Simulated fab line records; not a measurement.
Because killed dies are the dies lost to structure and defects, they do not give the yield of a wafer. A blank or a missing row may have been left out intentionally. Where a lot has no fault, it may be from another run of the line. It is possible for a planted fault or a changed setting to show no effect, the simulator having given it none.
Problem report in the 8D (eight disciplines) form, filled by code + flow gf180mcu + the parts of the form that need people (team, actions taken, sign-off) are left out

1. WHAT IS WRONG
At GF_M5_DEVELOP_06, developerTempC averages 20.14 C over 6 wafers from 2 lots, while fault-free wafers read 20.99 C, standard deviation 0.12. That puts it -7.0 standard deviations away from the usual mean.
The step: develop time 60 s.
Earliest sighting: wafer L607.1 on lithoTrack-02 at day 29 03:59. At this step, 39 wafers from 13 lots have a number in the record. Rule for "out", or "out of limits": more than 4 standard deviations from the usual mean. Any other wafer with a number is counted as sound.

2. WHAT THIS IS AND IS NOT
| question                    | is                     | is not                                                                                                              |
|-----------------------------|------------------------|---------------------------------------------------------------------------------------------------------------------|
| which readings at this step | developerTempC         | -                                                                                                                   |
| which lots                  | L607, L610             | L600, L604, L614, L615, L616, L618, L619, L620, L621, L622, L623                                                    |
| which wafers of those lots  | all that have a number | -                                                                                                                   |
| read on which tools         | lithoTrack-02          | lithoTrack-03, lithoTrack-04                                                                                        |
| when                        | from day 29 03:59      | up to then (6 sound wafers); but 27 sound wafers of L614, L615, L616, L618, L619, L620, L621, L622, L623 came after |

3. THE SUSPECTS, EACH WITH WHAT RULES IT OUT
Counting: a tool at any process step up to the reading remains a suspect when it ran all the lots that are out and ran no sound lot after the first of those.
- lithoTrack-02 at GF_M5_DEVELOP_06 (develop time 60 s): ruled out as a lasting fault. The sound lots L618, L619, L621 went through it after L607, its earliest lot that is out (day 29 03:59).
Left after counting: nothing in the record.

4. THE CAUSE (what the simulator had put in)
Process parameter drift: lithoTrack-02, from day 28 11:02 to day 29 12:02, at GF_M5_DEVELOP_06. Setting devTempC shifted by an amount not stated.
Counting ruled it out, wrongly.

5. THE EFFECT CHAIN, in route order
One row per reading whose mean, taken over the struck wafers that have a number, lies over 3 standard deviations from the usual. Only readings for which the record gives a usual standard deviation are gone through. hours: the time from each lot's start at the first step in this table that gives one to its start at this step, as a median over the lots. sigmas: the change in usual standard deviations.
| hours | step             | reading        | usual   | on struck wafers | change | sigmas |
|-------|------------------|----------------|---------|------------------|--------|--------|
| 0     | GF_M5_DEVELOP_06 | developerTempC | 20.99 C | 20.14            | -0.84  | -7.0   |
Its process steps:
- GF_M5_DEVELOP_06: develop time 60 s.

6. WHAT WOULD HAVE CAUGHT IT SOONER
First out-of-limits reading in this record: day 29 03:59, which is 17 hours after fault onset at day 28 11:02.
